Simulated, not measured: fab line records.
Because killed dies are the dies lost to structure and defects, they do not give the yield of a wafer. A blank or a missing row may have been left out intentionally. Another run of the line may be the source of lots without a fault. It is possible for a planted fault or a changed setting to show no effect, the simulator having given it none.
fab line records | flow sky130
record: lots: 4 | wafers: 12 | lastDay: 50
route steps=708 shown POLY_CUT@317 SD_P@320 RES_XHIGH@332 SD_N@342 PAD_OPEN@708
lots that met no fault: taken from a fault-free run of the same line
startH: hours from the record's opening day to when the first of the lot's shown wafers began | waitH: time in hours since the lot's previous step | " repeats the value in the row above | L1.1+2: one row covering several wafers at once | - no value, or no start given | * or withheld: withheld | < > ~ a bound
route shown NAME@n: names a module that has steps shown in the file, with the first one's number in the route | usual: the fault-free wafers' mean and standard deviation | same: alike in all rows | chamber/n: place in a boat | sites: readings site by site | _std_site: standard deviation across them | _edge_site: the outer-site mean with the inner-site mean subtracted | radiusMm: how far each site lies from the wafer's centre | mask NAME#n: copy n | behind: the most recent tool/chamber to have shaped the wafer | hold: why the lot went on hold/how many hours it stayed there/how the hold came to an end | device: whichever transistor did not switch (one of n, p or np) | end of line: the tests these same wafers got at the end of their route | a step given without rows: its recipe and nothing more | killed: dies lost to structure and defects at the first sort, not the wafer's yield | map: a wafer's dies, x killed, . not, _ none there
set.NAME: the setting the step ran with; set.NAME@STEP: the setting that earlier step ran with | model.NAME: the simulator's own value behind a step, which no gauge read
certain route steps with their lots: each step a table, each wafer a row
services: when a tool's chamber went out of use (startH, in hours from the record's first day, below 0 if earlier), for how many hours, and the reason
== steps ==
step: SKY_POLY_CUT_ETCH_10
recipe: chemistry: N2/H2 | target: BARC | ionEnergyEv: 200 | sourceW: 500 | biasW: 100 | pressureMtorr: 30 | n2FlowSccm: 100 | h2FlowSccm: 200 | stopOn: SiO2 | timeS: 45.9 | targetDepthA: 600
step: SKY_POLY_CUT_ETCH_11
recipe: target: Si3N4 | chemistry: CF4/CH2F2/Ar | stopOn: poly-Si | sourceW: 600 | biasW: 150 | pressureMtorr: 40 | cf4FlowSccm: 40 | ch2f2FlowSccm: 20 | Ar_flow_sccm: 150 | timeS: 42.5 | targetDepthA: 600
step: SKY_POLY_CUT_STRIP_12
recipe: chemistry: O2/N2 | powerW: 1400 | pressureMtorr: 1500 | platenTempC: withheld | o2FlowSccm: 3000 | n2FlowSccm: 300 | overashFraction: 0.5
step: SKY_SD_P_DEHYDRATE_00
recipe: tempC: 200 | timeS: 60
step: SKY_SD_P_HMDS_01
recipe: primeTimeS: 60 | primeTempC: 120
step: SKY_SD_P_COAT_02
recipe: resist: NOVOLAK | spinRpm: 3000 | resistThkNm: 1140
step: SKY_SD_P_SOFTBAKE_03
recipe: tempC: 90 | timeS: 60 | resist: NOVOLAK
step: SKY_SD_P_EXPOSE_04
recipe: maskId: PSDM | na: 0.6 | sourceShape: conventional | sigmaOuter: 0.6 | polarization: unpolarized | targetCdNm: 380 | doseMj: 138
step: SKY_SD_P_PEB_05
recipe: tempC: withheld | timeS: * | resist: NOVOLAK
step: SKY_SD_P_DEVELOP_06
recipe: resist: NOVOLAK | developer: TMAH | developTimeS: 60 | devTempC: 23
step: SKY_SD_P_IMPLANT_09
recipe: species: BF2 | energyKev: 20 | doseCm2: 3e+15 | tiltDeg: 0
usual: beamOnS: 13.3/1.6 | doseIonsCm2: 3e+15/3.3e+12
lot.wafer | tool         | chamber | startH | waitH | beamOnS | doseIonsCm2
L109.1    | implanter-01 | 0       | 612.61 | 0.0   | 14.5    | 3.003e+15
L109.2    | "            | 0       | "      | "     | 14.7    | 3.001e+15
L109.4    | "            | 0       | "      | "     | 15.7    | 3e+15
L121.2    | implanter-01 | 0       | 730.55 | 0.0   | 18.7    | 3.761e+15
L121.3    | "            | 0       | "      | "     | 18.9    | 3.759e+15
L121.6    | "            | 0       | "      | "     | 18.6    | 3.759e+15
L126.1    | implanter-01 | 0       | 757.70 | 0.0   | 18.1    | 3.756e+15
L126.2    | "            | 0       | "      | "     | 18.2    | 3.766e+15
L126.4    | "            | 0       | "      | "     | 19.3    | 3.759e+15
L128.1    | implanter-03 | 0       | 765.28 | 0.0   | 10.8    | 2.996e+15
L128.2    | "            | 0       | "      | "     | 10.3    | 2.998e+15
L128.6    | "            | 0       | "      | "     | 10.8    | 2.997e+15
step: SKY_SD_P_STRIP_10
recipe: chemistry: O2/N2 | powerW: 1400 | pressureMtorr: 1500 | platenTempC: withheld | o2FlowSccm: 3000 | n2FlowSccm: 300 | overashFraction: 0.5
usual: drypumpMotorCurrentA: 5.7/0.52 | oesProductAu: 0.616/0.0043 | stripTimeToEndpointS: 17.48/0.044
lot.wafer | tool           | chamber | startH | waitH | drypumpMotorCurrentA | oesProductAu | rfHoursCounterH | stripTimeToEndpointS
L109.1    | plasmaAsher-03 | 1       | 612.76 | 0.1   | 5.3                  | 0.616        | 45              | 17.47
L109.2    | "              | 0       | "      | "     | 6.2                  | 0.620        | 45              | 17.46
L109.4    | "              | 1       | "      | "     | 5.3                  | 0.620        | -               | 17.42
L121.2    | plasmaAsher-03 | 1       | 730.68 | 0.1   | 5.3                  | 0.611        | 57              | 17.91
L121.3    | "              | 1       | "      | "     | 5.4                  | 0.608        | -               | 17.93
L121.6    | "              | 0       | "      | "     | 6.3                  | 0.609        | -               | 17.88
L126.1    | plasmaAsher-04 | 1       | 757.85 | 0.1   | 5.4                  | 0.609        | 34              | 17.95
L126.2    | "              | 0       | "      | "     | 6.0                  | 0.608        | 34              | 17.90
L126.4    | "              | 1       | "      | "     | 5.4                  | 0.606        | -               | 17.97
L128.1    | plasmaAsher-04 | 1       | 765.43 | 0.1   | 5.4                  | 0.610        | 34              | 17.51
L128.2    | "              | 0       | "      | "     | 6.0                  | 0.612        | 34              | 17.43
L128.6    | "              | 1       | "      | "     | 5.4                  | 0.621        | -               | 17.42
step: SKY_SD_P_TW_MEAS_11
usual: SD_P_TW: 2817/20
lot.wafer | tool         | chamber | startH | waitH | SD_P_TW
L109.1    | filmMetro-03 | -       | 612.86 | 0.1   | 2797
L109.2    | "            | -       | "      | "     | 2800
L109.4    | "            | -       | "      | "     | 2792
L121.2    | filmMetro-01 | -       | 730.79 | 0.1   | 2918
L121.3    | "            | -       | "      | "     | 2911
L121.6    | "            | -       | "      | "     | 2910
L126.1    | filmMetro-03 | -       | 757.95 | 0.1   | 2918
L126.2    | "            | -       | "      | "     | 2893
L126.4    | "            | -       | "      | "     | 2897
L128.1    | filmMetro-01 | -       | 765.53 | 0.1   | 2831
L128.2    | "            | -       | "      | "     | 2829
L128.6    | "            | -       | "      | "     | 2825
step: SKY_RES_XHIGH_DEHYDRATE_00
recipe: tempC: 200 | timeS: 60
step: SKY_RES_XHIGH_HMDS_01
recipe: primeTimeS: 60 | primeTempC: 120
step: SKY_RES_XHIGH_COAT_02
recipe: resist: NOVOLAK | spinRpm: 3000 | resistThkNm: 1140
step: SKY_RES_XHIGH_SOFTBAKE_03
recipe: tempC: 90 | timeS: 60 | resist: NOVOLAK
step: SKY_RES_XHIGH_EXPOSE_04
recipe: maskId: URPM | na: 0.6 | sourceShape: conventional | sigmaOuter: 0.6 | polarization: unpolarized | targetCdNm: 1270 | doseMj: 140
step: SKY_RES_XHIGH_PEB_05
recipe: tempC: withheld | timeS: * | resist: NOVOLAK
step: SKY_RES_XHIGH_DEVELOP_06
recipe: resist: NOVOLAK | developer: TMAH | developTimeS: 60 | devTempC: 23
step: SKY_RES_XHIGH_IMPLANT_07
recipe: species: BF2 | energyKev: 20 | doseCm2: 3.6e+14 | tiltDeg: 0
step: SKY_RES_XHIGH_STRIP_08
recipe: chemistry: O2/N2 | powerW: 1400 | pressureMtorr: 1500 | platenTempC: withheld | o2FlowSccm: 3000 | n2FlowSccm: 300 | overashFraction: 0.5
step: SKY_SD_N_DEHYDRATE_00
recipe: tempC: 200 | timeS: 60
step: SKY_SD_N_HMDS_01
recipe: primeTimeS: 60 | primeTempC: 120
step: SKY_SD_N_COAT_02
recipe: resist: NOVOLAK | spinRpm: 3000 | resistThkNm: 1140
step: SKY_SD_N_SOFTBAKE_03
recipe: tempC: 90 | timeS: 60 | resist: NOVOLAK
step: SKY_SD_N_EXPOSE_04
recipe: maskId: NSDM | na: 0.6 | sourceShape: conventional | sigmaOuter: 0.6 | polarization: unpolarized | targetCdNm: 380 | doseMj: 141
step: SKY_SD_N_PEB_05
recipe: tempC: withheld | timeS: * | resist: NOVOLAK
step: SKY_SD_N_DEVELOP_06
recipe: resist: NOVOLAK | developer: TMAH | developTimeS: 60 | devTempC: 23
step: SKY_SD_N_IMPLANT_09
recipe: species: As | energyKev: 50 | doseCm2: 4e+15 | tiltDeg: 0
step: SKY_SD_N_IMPLANT_10
recipe: species: P | energyKev: 20 | doseCm2: 1e+14 | tiltDeg: 0
step: SKY_SD_N_STRIP_11
recipe: chemistry: O2/N2 | powerW: 1400 | pressureMtorr: 1500 | platenTempC: withheld | o2FlowSccm: 3000 | n2FlowSccm: 300 | overashFraction: 0.5
step: SKY_SD_N_CLEAN_13
recipe: chemistry: SC1/SC2 | mix: 1:4:20 | tempC: 70 | timeS: 150 | dry: n2Spin
step: SKY_SD_N_RTA_14
recipe: tempC: 1075 | timeS: 2 | idleTempC: 650 | rampUpCPerS: 150 | rampDownCPerS: 90 | ambient: N2
step: SKY_SD_N_RS_MEAS_17
recipe: thkMeasGauge: four-point-probe
usual: SD_P_RS: 147.2/0.37
lot.wafer | tool         | chamber | startH | waitH | SD_P_RS[ohm/sq]
L109.1    | filmMetro-02 | -       | 671.25 | 0.1   | 146.9
L109.2    | "            | -       | "      | "     | 146.6
L109.4    | "            | -       | "      | "     | 146.7
L121.2    | filmMetro-03 | -       | 784.47 | 0.1   | 144.0
L121.3    | "            | -       | "      | "     | 144.0
L121.6    | "            | -       | "      | "     | 143.5
L126.1    | filmMetro-02 | -       | 811.86 | 0.1   | 144.1
L126.2    | "            | -       | "      | "     | 143.5
L126.4    | "            | -       | "      | "     | 143.4
L128.1    | filmMetro-02 | -       | 818.20 | 0.1   | 147.3
L128.2    | "            | -       | "      | "     | 147.2
L128.6    | "            | -       | "      | "     | 147.1
step: SKY_PAD_OPEN_PROBE_99
usual: killed_at_M0_to_M3: 44/6.3 | killed_at_M4_up: 2.8/1.7 | killedAtContacts: 25/5.8 | killedAtFrontEnd: 14/4.4 | killedAtOther: 0.3/0.49 | killedDies: 86/8.7 | killedOpen: 48/5.8 | killedShort: 38/6
same: grossDies: 492 | killedAtBackSide: 0
lot.wafer | tool      | chamber | startH  | waitH | killed_at_M0_to_M3 | killed_at_M4_up | killedAtContacts | killedAtFrontEnd | killedAtOther | killedDies | killedOpen | killedShort | model.etest.resHighPo.lineOhmUm | model.etest.resPdiff.lineOhmUm | model.etest.liconHighPo.rcOhm | model.etest.liconPdiff.rcOhm | model.etest.resHighPo.rsOhmSq | model.etest.resPdiffHv.rsOhmSq | model.etest.resPdiff.rsOhmSq
L109.1    | prober-01 | -       | 1092.36 | 0.1   | 50                 | 1               | 21               | 11               | 0             | 83         | 48         | 35          | 756.9                           | 1361                           | 382.8                         | 605.8                        | 264.9                         | 191                            | 197.7
L109.2    | prober-01 | -       | 1092.41 | 0.1   | 57                 | 2               | 20               | 9                | 0             | 88         | 41         | 47          | 765.2                           | 1373                           | 374.1                         | 595.1                        | 264.2                         | 188.9                          | 196.7
L109.4    | prober-01 | -       | 1092.51 | 0.2   | 53                 | 4               | 21               | 15               | 0             | 93         | 51         | 42          | 753                             | 1361                           | 355.3                         | 591.4                        | 268.1                         | 190.5                          | 196.8
L121.2    | prober-01 | -       | 1173.32 | 0.1   | 41                 | 4               | 18               | 8                | 0             | 71         | 39         | 32          | 672.4                           | 1304                           | 291.7                         | 550.8                        | 237.1                         | 183.7                          | 189.3
L121.3    | prober-01 | -       | 1173.37 | 0.2   | 41                 | 4               | 29               | 20               | 1             | 95         | 53         | 42          | 646.3                           | 1291                           | 284                           | 541                          | 230.2                         | 185.3                          | 190.8
L121.6    | prober-01 | -       | 1173.52 | 0.2   | 46                 | 4               | 29               | 7                | 0             | 86         | 50         | 36          | 637                             | 1296                           | 272                           | 548                          | 226.9                         | 183.6                          | 191
L126.1    | prober-01 | -       | 1190.29 | 0.1   | 32                 | 4               | 26               | 14               | 0             | 76         | 44         | 32          | 629.1                           | 1272                           | 276.9                         | 559.4                        | 220.2                         | 180.2                          | 187.2
L126.2    | prober-01 | -       | 1190.34 | 0.1   | 51                 | 2               | 25               | 18               | 0             | 96         | 44         | 52          | 642.2                           | 1285                           | 272.9                         | 535.1                        | 228.7                         | 181.9                          | 186.5
L126.4    | prober-01 | -       | 1190.44 | 0.2   | 45                 | 0               | 25               | 18               | 1             | 89         | 47         | 42          | 646.3                           | 1267                           | 275                           | 538.8                        | 227.1                         | 180                            | 186.1
L128.1    | prober-01 | -       | 1195.15 | 0.1   | 54                 | 3               | 23               | 15               | 1             | 96         | 48         | 48          | 751.8                           | 1380                           | 364.3                         | 617.1                        | 271.3                         | 189.6                          | 197.1
L128.2    | prober-01 | -       | 1195.20 | 0.1   | 41                 | 1               | 19               | 16               | 0             | 77         | 53         | 24          | 743                             | 1354                           | 345.4                         | 585.3                        | 259.8                         | 189.1                          | 195.1
L128.6    | prober-01 | -       | 1195.40 | 0.2   | 41                 | 6               | 18               | 11               | 0             | 76         | 40         | 36          | 761.7                           | 1388                           | 344.1                         | 591.9                        | 264.6                         | 189.6                          | 195.7
killed by level:class
L109.1 VIA1:geometricParticle:open=11 CONTACT:geometricParticle:open=11 VIA3:geometricParticle:open=7 VIA2:geometricParticle:short=7 VIA2:geometricParticle:open=7 METAL1:geometricParticle:short=6 POLY_GATE:geometricParticle:open=4 LI_CONTACT:geometricParticle:open=4
L109.2 CONTACT:geometricParticle:open=9 VIA2:geometricParticle:open=9 METAL1:geometricParticle:short=8 VIA3:geometricParticle:short=7 METAL2:geometricParticle:short=6 VIA1:geometricParticle:open=5 VIA2:geometricParticle:short=5 VIA3:geometricParticle:open=5
L109.4 CONTACT:geometricParticle:open=13 METAL1:geometricParticle:short=12 VIA1:geometricParticle:open=11 METAL2:geometricParticle:short=7 VIA1:geometricParticle:short=6 VIA2:geometricParticle:open=5 POLY_GATE:geometricParticle:short=4 LI_CONTACT:geometricParticle:open=4
L121.2 VIA1:geometricParticle:open=10 CONTACT:geometricParticle:open=8 VIA3:geometricParticle:open=8 VIA1:geometricParticle:short=6 VIA2:geometricParticle:open=5 CONTACT:geometricParticle:short=5 METAL1:geometricParticle:short=4 LI_CONTACT:geometricParticle:open=3
L121.3 CONTACT:geometricParticle:open=14 VIA2:geometricParticle:open=9 VIA1:geometricParticle:open=8 POLY_GATE:geometricParticle:open=5 LI_CONTACT:geometricParticle:open=5 METAL2:geometricParticle:short=5 POLY_GATE:geometricParticle:short=4 SPACER:geometricParticle:open=4
L121.6 VIA3:geometricParticle:open=15 CONTACT:geometricParticle:open=13 VIA1:geometricParticle:open=7 LI_CONTACT:geometricParticle:open=6 METAL1:geometricParticle:short=6 VIA3:geometricParticle:short=6 CONTACT:geometricParticle:short=5 LOCAL_INTERCONNECT:geometricParticle:short=3
L126.1 CONTACT:geometricParticle:open=10 LI_CONTACT:geometricParticle:open=6 VIA1:geometricParticle:open=6 VIA3:geometricParticle:open=5 LOCAL_INTERCONNECT:geometricParticle:short=5 VIA1:geometricParticle:short=5 VIA2:geometricParticle:open=5 FIELD_ISO:geometricParticle:open=4
L126.2 METAL1:geometricParticle:short=10 CONTACT:geometricParticle:open=9 LI_CONTACT:geometricParticle:open=9 FIELD_ISO:geometricParticle:short=8 VIA2:geometricParticle:open=7 VIA2:geometricParticle:short=6 VIA1:geometricParticle:open=6 VIA3:geometricParticle:open=6
L126.4 LI_CONTACT:geometricParticle:open=8 VIA1:geometricParticle:open=8 VIA3:geometricParticle:open=7 METAL1:geometricParticle:short=7 POLY_GATE:geometricParticle:open=6 CONTACT:geometricParticle:open=6 POLY_GATE:geometricParticle:short=5 CONTACT:geometricParticle:short=5
L128.1 METAL1:geometricParticle:short=12 VIA1:geometricParticle:open=9 VIA1:geometricParticle:short=8 VIA2:geometricParticle:open=7 POLY_GATE:geometricParticle:open=6 LI_CONTACT:geometricParticle:open=6 CONTACT:geometricParticle:open=6 VIA3:geometricParticle:open=6
L128.2 VIA3:geometricParticle:open=12 CONTACT:geometricParticle:open=11 VIA1:geometricParticle:open=11 METAL1:geometricParticle:short=5 POLY_GATE:geometricParticle:open=4 VIA2:geometricParticle:open=4 SPACER:geometricParticle:open=3 LI_CONTACT:geometricParticle:open=3
L128.6 CONTACT:geometricParticle:open=9 VIA1:geometricParticle:open=8 VIA1:geometricParticle:short=6 METAL4:geometricParticle:short=6 VIA2:geometricParticle:short=5 VIA2:geometricParticle:open=4 LI_CONTACT:geometricParticle:open=4 METAL2:geometricParticle:short=4
== services ==
tool           | chamber | startH | hours | kind
implanter-03   | -       | 588.62 | 2.9   | repair
plasmaAsher-03 | -       | 596.63 | 2.4   | repair
plasmaAsher-04 | -       | 616.78 | 2.7   | repair
implanter-01   | -       | 622.19 | 3.4   | repair
implanter-03   | -       | 645.92 | 3.8   | pm
implanter-03   | -       | 651.35 | 5.7   | repair
implanter-03   | -       | 670.05 | 4.8   | pm
plasmaAsher-04 | -       | 674.46 | 8.6   | repair
implanter-03   | -       | 681.46 | 2.2   | repair
== key ==
firstSign: step: SKY_SD_P_IMPLANT_09 | reading: doseIonsCm2 | direction: up | sigmas: 99+ | usual: * | struck: *
effect: step: SKY_SD_P_IMPLANT_09 | reading: beamOnS | direction: up | sigmas: 3.3 | usual: 13.3 | struck: 18.6
effect: step: SKY_SD_P_STRIP_10 | reading: stripTimeToEndpointS | direction: up | sigmas: 10 | usual: * | struck: *
effect: step: SKY_SD_P_TW_MEAS_11 | reading: SD_P_TW | direction: up | sigmas: 4.5 | usual: 2817 | struck: 2908
effect: step: SKY_SD_N_RS_MEAS_17 | reading: SD_P_RS | direction: down | sigmas: 9.3 | usual: 147.2 | struck: 143.7
modelEffect: step: SKY_PAD_OPEN_PROBE_99 | value: etest.resHighPo.lineOhmUm | without: 741.6 | struck: 645.5
metAt SKY_SD_P_IMPLANT_09
struckWafers L121.2,L121.3,L121.6,L126.1,L126.2,L126.4
testerLeftOut L121,L126
onsetBetween 612.61 730.55
fault: kind: processParameterDrift | tool: implanter-01 | chamber: - | onsetH: 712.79 | steps: SKY_SD_P_IMPLANT_09 | channel: doseCm2 | offset: * | shape: step | endH: 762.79 | actsIn: * | stated: *
testerLeftOut: of these lots the tester's yield and bins aren't shown, on N5 and GAA mostly nor the transistor test; their killed dies are dies lost to structure and defects alone, not to doping, threshold or leakage, so they don't give the yield
